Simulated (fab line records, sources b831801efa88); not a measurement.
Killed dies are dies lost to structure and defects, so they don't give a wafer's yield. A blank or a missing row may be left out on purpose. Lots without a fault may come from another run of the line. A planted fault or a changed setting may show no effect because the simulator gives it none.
fab line records | flow sky130
record lots=12 wafers=36 last_day=50
route steps=708 shown METAL2@502 CAP2M@604 METAL4@632 METAL5@662 PAD_OPEN@708
lots that met no fault: from a run of the same line without faults
start_h: hours from the record's first day to the start of the lot's first wafer shown | wait_h: hours since the lot's step before | " the same as in the row above | L1.1+2: a row that stands for several wafers | - no value, or no start given | * or withheld: withheld | < > ~ a bound
route shown NAME@n: a module of which the file shows steps, and the number in the route of the first | usual: mean/standard deviation of fault-free wafers | same: alike in all rows | chamber/n: place in a boat | sites: the reading at each site | _std_site: their standard deviation | _edge_site: outer sites' mean less inner sites' | radius_mm: how far each site lies from the wafer's centre | mask NAME#n: copy n | behind: the tool/chamber that last shaped the wafer | hold: why the lot was held/for how many hours/how that ended | device: the transistor (n, p or np) that didn't switch | end of line: the same wafers' tests at the end of the route | a step without rows: its recipe alone | killed: dies lost to structure and defects at the first sort, not the wafer's yield | map: a wafer's dies, x killed, . not, _ none there
set.NAME: the setting as run; set.NAME@STEP: as run at that earlier step | model.NAME: the simulator's own value behind a step, which no gauge read
steps of the route over a sample of lots; a table a step, a row a wafer
services: from which hour (start_h, from the record's first day; less than 0 if before it) a tool's chamber was out of use, for how many hours, and why
## steps
# step SKY_METAL2_METAL_ETCH_19
# recipe target_depth_a=3600 stop_on=SiO2 over_etch_frac=0.3 time_s=78 chemistry=Cl2/BCl3 resist_sidewall_deg=88 pressure_mtorr=10 icp_w=900 bias_w=48.5 Cl2_flow_sccm=60 bcl3_flow_sccm=30
# usual drypump_motor_current_A=5.96/0.18 oes_product_au=0.854/0.0062 throttle_valve_pct=22.264/0.0091
# columns lot.wafer tool chamber start_h wait_h drypump_motor_current_A oes_product_au rf_hours_counter_h throttle_valve_pct
L357.1 rie_metal-03 0 820.48 0.0 5.63 0.852 9 22.261
L357.2 " 1 " " 5.97 0.853 4 22.269
L357.6 " 1 " " 5.97 0.853 - 22.256
L359.4 rie_metal-02 1 854.72 0.1 6.30 0.852 - 22.260
L359.5 " 1 " " 6.30 0.852 - 22.255
L359.6 " 0 " " 6.00 0.848 - 22.249
L362.1 rie_metal-02 0 863.19 0.0 6.01 0.852 7 22.262
L362.4 " 0 " " 6.02 0.864 - 22.270
L362.6 " 1 " " 6.30 0.865 - 22.271
L363.1 rie_metal-03 0 872.15 0.0 5.61 0.847 10 22.256
L363.2 " 1 " " 5.97 0.852 6 22.273
L363.5 " 1 " " 5.98 0.855 - 22.268
L364.2 rie_metal-01 0 882.45 0.0 5.95 0.857 6 22.245
L364.4 " 1 " " 5.92 0.852 - 22.260
L364.6 " 0 " " 5.94 0.864 - 22.268
L366.3 rie_metal-02 0 903.98 0.1 6.01 0.857 - 22.260
L366.4 " 1 " " 6.29 0.856 - 22.269
L366.6 " 1 " " 6.28 0.854 - 22.272
L370.1 rie_metal-01 0 929.45 0.0 5.95 0.859 8 22.247
L370.4 " 0 " " 5.96 0.851 - 22.264
L370.6 " 0 " " 5.96 0.856 - 22.277
L371.3 rie_metal-01 1 941.78 0.1 5.98 0.854 - 22.274
L371.5 " 1 " " 5.95 0.848 - 22.257
L371.6 " 0 " " 5.95 0.845 - 22.253
L373.2 rie_metal-01 1 952.85 0.0 5.94 0.856 18 22.279
L373.4 " 0 " " 5.94 0.853 - 22.263
L373.5 " 0 " " 5.96 0.847 - 22.253
L375.1 rie_metal-03 0 967.55 0.0 5.62 0.862 14 22.262
L375.2 " 1 " " 5.97 0.861 11 22.259
L375.6 " 1 " " 5.97 0.852 - 22.266
L379.1 rie_metal-02 0 983.28 0.0 6.00 0.852 13 22.267
L379.2 " 1 " " 6.32 0.837 7 22.265
L379.3 " 1 " " 6.31 0.852 - 22.272
L380.3 rie_metal-03 0 999.11 0.1 5.61 0.854 - 22.276
L380.4 " 1 " " 5.97 0.851 - 22.256
L380.5 " 0 " " 5.63 0.851 - 22.265
# step SKY_CAP2M_THK_MEAS_01
# recipe reads=SiO2_of_CAP2M_CVD_00
# usual CAP2M_CVD_00_THK=15.41/0.24
# columns lot.wafer tool chamber start_h wait_h CAP2M_CVD_00_THK[nm]
L357.1 film_metro-04 - 929.71 - 15.47
L357.2 " - " " 15.29
L357.6 " - " " 15.56
L359.4 film_metro-02 - 962.06 - 15.52
L359.5 " - " " 15.70
L359.6 " - " " 15.52
L362.1 film_metro-04 - 971.03 - 15.61
L362.4 " - " " 15.62
L362.6 " - " " 15.88
L363.1 film_metro-03 - 977.41 - 15.10
L363.2 " - " " 15.16
L363.5 " - " " 15.46
L364.2 film_metro-04 - 986.84 - 15.30
L364.4 " - " " 15.61
L364.6 " - " " 15.69
L366.3 film_metro-03 - 1006.59 - 15.07
L366.4 " - " " 15.18
L366.6 " - " " 15.20
L370.1 film_metro-04 - 1030.38 - 15.32
L370.4 " - " " 15.66
L370.6 " - " " 15.40
L371.3 film_metro-02 - 1042.02 - 15.57
L371.5 " - " " 15.69
L371.6 " - " " 15.67
L373.2 film_metro-02 - 1052.04 - 15.26
L373.4 " - " " 15.17
L373.5 " - " " 15.78
L375.1 film_metro-04 - 1065.05 - 15.28
L375.2 " - " " 15.44
L375.6 " - " " 15.43
L379.1 film_metro-03 - 1079.04 - 15.56
L379.2 " - " " 15.38
L379.3 " - " " 15.37
L380.3 film_metro-04 - 1094.71 - 15.33
L380.4 " - " " 15.30
L380.5 " - " " 15.42
# step SKY_METAL4_ETCH_16
# recipe chemistry=N2/H2 target=BARC ion_energy_ev=200 bias_w=100 pressure_mtorr=30 n2_flow_sccm=100 h2_flow_sccm=200 icp_w=500 stop_on=SiO2 time_s=88.2 target_depth_a=600
# usual drypump_motor_current_A=6.00/0.2 oes_product_au=0.626/0.0045 throttle_valve_pct=13.204/0.0088
# columns lot.wafer tool chamber start_h wait_h drypump_motor_current_A oes_product_au rf_hours_counter_h throttle_valve_pct
L357.1 rie_metal-03 0 978.57 0.0 5.62 0.629 15 13.214
L357.2 " 1 " " 5.96 0.625 12 13.191
L357.6 " 0 " " 5.63 0.629 - 13.208
L359.4 rie_metal-01 0 1012.95 0.1 5.94 0.624 - 13.212
L359.5 " 0 " " 5.95 0.620 - 13.222
L359.6 " 0 " " 5.94 0.630 - 13.185
L362.1 rie_metal-02 1 1019.02 0.0 6.32 0.626 9 13.209
L362.4 " 0 " " 6.02 0.621 - 13.192
L362.6 " 0 " " 6.00 0.626 - 13.203
L363.1 rie_metal-02 1 1024.88 0.0 6.36 0.624 10 13.219
L363.2 " 0 " " 5.99 0.629 15 13.196
L363.5 " 0 " " 6.00 0.627 - 13.199
L364.2 rie_metal-02 1 1033.77 0.0 6.34 0.623 10 13.211
L364.4 " 1 " " 6.35 0.632 - 13.198
L364.6 " 1 " " 6.35 0.631 - 13.205
L366.3 rie_metal-03 0 1052.16 0.0 5.62 0.630 - 13.210
L366.4 " 1 " " 5.97 0.627 - 13.221
L366.6 " 1 " " 5.97 0.623 - 13.203
L370.1 rie_metal-01 1 1075.23 0.0 5.94 0.626 3 13.201
L370.4 " 1 " " 5.97 0.618 - 13.207
L370.6 " 0 " " 5.95 0.628 - 13.215
L371.3 rie_metal-01 0 1086.96 0.0 5.96 0.626 - 13.212
L371.5 " 0 " " 5.97 0.626 - 13.213
L371.6 " 1 " " 5.94 0.628 - 13.216
L373.2 rie_metal-02 1 1096.52 0.0 6.37 0.620 15 13.203
L373.4 " 1 " " 6.39 0.628 - 13.202
L373.5 " 1 " " 6.36 0.626 - 13.199
L375.1 rie_metal-01 1 1108.67 0.0 5.95 0.625 5 13.196
L375.2 " 0 " " 5.96 0.618 20 13.209
L375.6 " 0 " " 5.98 0.626 - 13.199
L379.1 rie_metal-03 1 1119.32 0.0 5.97 0.621 23 13.204
L379.2 " 0 " " 5.62 0.624 25 13.205
L379.3 " 1 " " 5.97 0.631 - 13.205
L380.3 rie_metal-02 1 1135.56 0.0 6.30 0.627 - 13.195
L380.4 " 0 " " 6.04 0.636 - 13.207
L380.5 " 0 " " 6.04 0.621 - 13.192
# step SKY_METAL5_SPUTTER_01
# recipe material=TiN target_thk_nm=20 power_w=6500 time_s=16.7 chamber_pressure_pa=0.4
# usual chamber_pressure_pa=0.4001/0.00081 throttle_valve_pct=30.1/0.91
# columns lot.wafer tool chamber start_h wait_h chamber_pressure_pa throttle_valve_pct
L357.1 pvd_sputter-02 - 1005.57 0.0 0.3997 31.3
L357.2 " - " " 0.3998 30.7
L357.6 " - " " 0.4001 30.6
L359.4 pvd_sputter-01 - 1037.65 0.0 0.4001 29.0
L359.5 " - " " 0.4006 28.3
L359.6 " - " " 0.3993 31.1
L362.1 pvd_sputter-02 - 1043.96 0.0 0.4004 29.7
L362.4 " - " " 0.4017 31.4
L362.6 " - " " 0.3999 29.3
L363.1 pvd_sputter-02 - 1050.24 0.0 0.4008 29.6
L363.2 " - " " 0.4002 30.7
L363.5 " - " " 0.3997 30.2
L364.2 pvd_sputter-02 - 1058.22 0.0 0.3998 30.5
L364.4 " - " " 0.3997 29.7
L364.6 " - " " 0.4013 30.2
L366.3 pvd_sputter-02 - 1077.85 0.0 0.4002 30.6
L366.4 " - " " 0.4003 29.4
L366.6 " - " " 0.3994 31.0
L370.1 pvd_sputter-02 - 1098.41 0.0 0.3988 29.4
L370.4 " - " " 0.4011 30.6
L370.6 " - " " 0.4002 30.2
L371.3 pvd_sputter-04 - 1110.42 0.0 0.4004 29.6
L371.5 " - " " 0.3998 29.5
L371.6 " - " " 0.4018 28.7
L373.2 pvd_sputter-04 - 1119.26 0.0 0.3994 29.3
L373.4 " - " " 0.4006 30.1
L373.5 " - " " 0.4001 29.5
L375.1 pvd_sputter-02 - 1130.20 0.0 0.4014 29.6
L375.2 " - " " 0.4014 30.2
L375.6 " - " " 0.3990 29.6
L379.1 pvd_sputter-04 - 1140.77 0.0 0.4004 29.2
L379.2 " - " " 0.4004 28.7
L379.3 " - " " 0.3994 29.4
L380.3 pvd_sputter-02 - 1156.60 0.0 0.3994 29.6
L380.4 " - " " 0.3996 30.2
L380.5 " - " " 0.3987 29.7
# step SKY_PAD_OPEN_PROBE_99
# usual defect_limited_yield=82.8/2 killed_at_M0_to_M3=43/7.8 killed_at_M4_up=3.2/1.9 killed_at_contacts=24/5 killed_at_front_end=14/4.5 killed_at_other=0.2/0.41 killed_dies=84/9.6 killed_open=47/6.9 killed_short=38/6 sort_bin_3_pad_short=0.8/0.43 sort_bin_5_function=10.1/1.4 sort_bin_6_memory=6.3/1.1 sort_n_pass=408/9.6 sort_yield_pct=82.8/2
# same gross_dies=492 killed_at_back_side=0 sort_bin_4_leakage[%]=0 sort_bin_8_speed[%]=0
# columns lot.wafer tool chamber start_h wait_h defect_limited_yield[%] killed_at_M0_to_M3 killed_at_M4_up killed_at_contacts killed_at_front_end killed_at_other killed_dies killed_open killed_short sort_bin_3_pad_short[%] sort_bin_5_function[%] sort_bin_6_memory[%] sort_n_pass sort_yield_pct[%]
L370.1 prober-01 - 1158.91 0.1 69.5 97 3 25 25 0 150 46 50 2.8 20.9 6.7 342 69.5
L370.4 prober-01 - 1159.06 0.2 73.4 97 0 25 9 0 131 47 32 3.7 14.4 8.5 361 73.4
L370.6 prober-01 - 1159.16 0.2 72.6 90 2 29 14 0 135 49 32 2.6 16.3 8.5 357 72.6
L371.3 prober-02 - 1168.70 0.2 76.4 91 2 15 8 0 116 40 22 2.2 16.1 5.3 376 76.4
L371.5 prober-02 - 1168.80 0.2 71.5 98 2 19 21 0 140 53 39 2.4 18.9 7.1 352 71.5
L371.6 prober-02 - 1168.85 0.2 72.6 94 6 23 11 1 135 38 47 3.0 17.7 6.7 357 72.6
L373.2 prober-02 - 1177.99 0.1 70.3 97 6 20 23 0 146 52 44 3.7 18.9 7.1 346 70.3
L373.4 prober-02 - 1178.09 0.2 77.0 90 0 14 9 0 113 33 28 3.5 13.6 5.9 379 77.0
L373.5 prober-02 - 1178.14 0.2 77.6 89 1 12 8 0 110 37 22 3.7 15.2 3.5 382 77.6
# killed by level:class
L370.1 METAL2:unspecified=54 CONTACT:geometric_particle:open=11 METAL1:geometric_particle:short=10 FIELD_ISO:geometric_particle:short=7 LI_CONTACT:geometric_particle:open=7 FIELD_ISO:geometric_particle:open=6 VIA1:geometric_particle:short=5 METAL2:geometric_particle:open=4
L370.4 METAL2:unspecified=52 LI_CONTACT:geometric_particle:open=11 VIA3:geometric_particle:open=10 VIA1:geometric_particle:open=10 CONTACT:geometric_particle:open=7 METAL2:geometric_particle:short=5 VIA1:geometric_particle:short=4 VIA2:geometric_particle:short=4
L370.6 METAL2:unspecified=54 CONTACT:geometric_particle:open=10 LI_CONTACT:geometric_particle:open=9 VIA1:geometric_particle:open=9 CONTACT:geometric_particle:short=7 VIA2:geometric_particle:open=6 POLY_GATE:geometric_particle:open=5 VIA2:geometric_particle:short=5
L371.3 METAL2:unspecified=54 VIA1:geometric_particle:open=8 CONTACT:geometric_particle:open=5 LI_CONTACT:geometric_particle:open=5 VIA3:geometric_particle:short=5 VIA3:geometric_particle:open=5 POLY_GATE:geometric_particle:open=4 VIA1:geometric_particle:short=4
L371.5 METAL2:unspecified=48 FIELD_ISO:geometric_particle:open=11 VIA1:geometric_particle:open=11 VIA2:geometric_particle:open=11 CONTACT:geometric_particle:short=6 METAL1:geometric_particle:short=6 VIA3:geometric_particle:open=6 LOCAL_INTERCONNECT:geometric_particle:short=5
L371.6 METAL2:unspecified=50 CONTACT:geometric_particle:open=10 METAL1:geometric_particle:short=9 VIA1:geometric_particle:open=7 VIA3:geometric_particle:open=7 LOCAL_INTERCONNECT:geometric_particle:short=6 METAL2:geometric_particle:short=6 POLY_GATE:geometric_particle:short=4
L373.2 METAL2:unspecified=50 VIA1:geometric_particle:open=13 VIA2:geometric_particle:open=11 CONTACT:geometric_particle:open=8 POLY_GATE:geometric_particle:short=6 POLY_GATE:geometric_particle:open=6 LOCAL_INTERCONNECT:geometric_particle:short=6 VIA1:geometric_particle:short=5
L373.4 METAL2:unspecified=52 METAL2:geometric_particle:short=10 VIA1:geometric_particle:open=8 VIA2:geometric_particle:open=8 CONTACT:geometric_particle:open=4 FIELD_ISO:geometric_particle:open=3 LI_CONTACT:geometric_particle:open=3 CONTACT:geometric_particle:short=3
L373.5 METAL2:unspecified=51 VIA1:geometric_particle:open=17 CONTACT:geometric_particle:open=6 VIA1:geometric_particle:short=4 FIELD_ISO:geometric_particle:open=3 LOCAL_INTERCONNECT:geometric_particle:short=3 METAL1:geometric_particle:short=3 VIA3:geometric_particle:open=3
## services
# columns tool chamber start_h hours kind
pvd_sputter-02 - 797.55 25.6 repair
rie_metal-02 - 800.81 0.6 repair
rie_metal-03 0 827.87 1.1 repair
rie_metal-02 - 855.97 0.8 repair
pvd_sputter-02 - 871.33 5.8 repair
rie_metal-02 - 881.20 0.7 repair
pvd_sputter-01 - 881.97 18.4 repair
rie_metal-01 0 911.02 9.7 repair
rie_metal-02 - 919.90 2.8 pm
rie_metal-03 0 920.99 17.3 repair
pvd_sputter-04 - 923.37 1.8 repair
rie_metal-01 - 966.48 0.8 repair
pvd_sputter-04 - 978.23 4.6 repair
pvd_sputter-02 3 993.18 - consumable_replace:kit
pvd_sputter-04 - 993.71 3.4 repair
pvd_sputter-02 - 998.61 5.5 repair
pvd_sputter-04 - 1023.62 2.4 repair
pvd_sputter-04 - 1059.55 3.9 repair
pvd_sputter-04 - 1061.28 7.2 repair
pvd_sputter-04 - 1116.14 0.6 repair
pvd_sputter-02 - 1141.14 7.7 repair
pvd_sputter-01 - 1144.50 4.4 repair
rie_metal-03 - 1148.86 0.8 repair
rie_metal-01 1 1149.30 9.1 repair
## key
first_sign step=SKY_PAD_OPEN_PROBE_99 reading=killed_at_M0_to_M3 direction=up sigmas=6.5 usual=43 struck=94
effect step=SKY_PAD_OPEN_PROBE_99 reading=sort_bin_3_pad_short direction=up sigmas=5.2 usual=0.8 struck=3.1
met_at SKY_METAL2_METAL_ETCH_19
struck_lots L370,L371,L373
not_acting_at SKY_CAP2M_THK_MEAS_01,SKY_METAL4_ETCH_16,SKY_METAL5_SPUTTER_01
onset_between 882.45 929.45
fault kind=chamber_particle_source tool=rie_metal-01 chamber=- onset_h=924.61 steps=SKY_METAL2_METAL_ETCH_19 rate_per_visit_cm2=0.87694 end_h=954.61
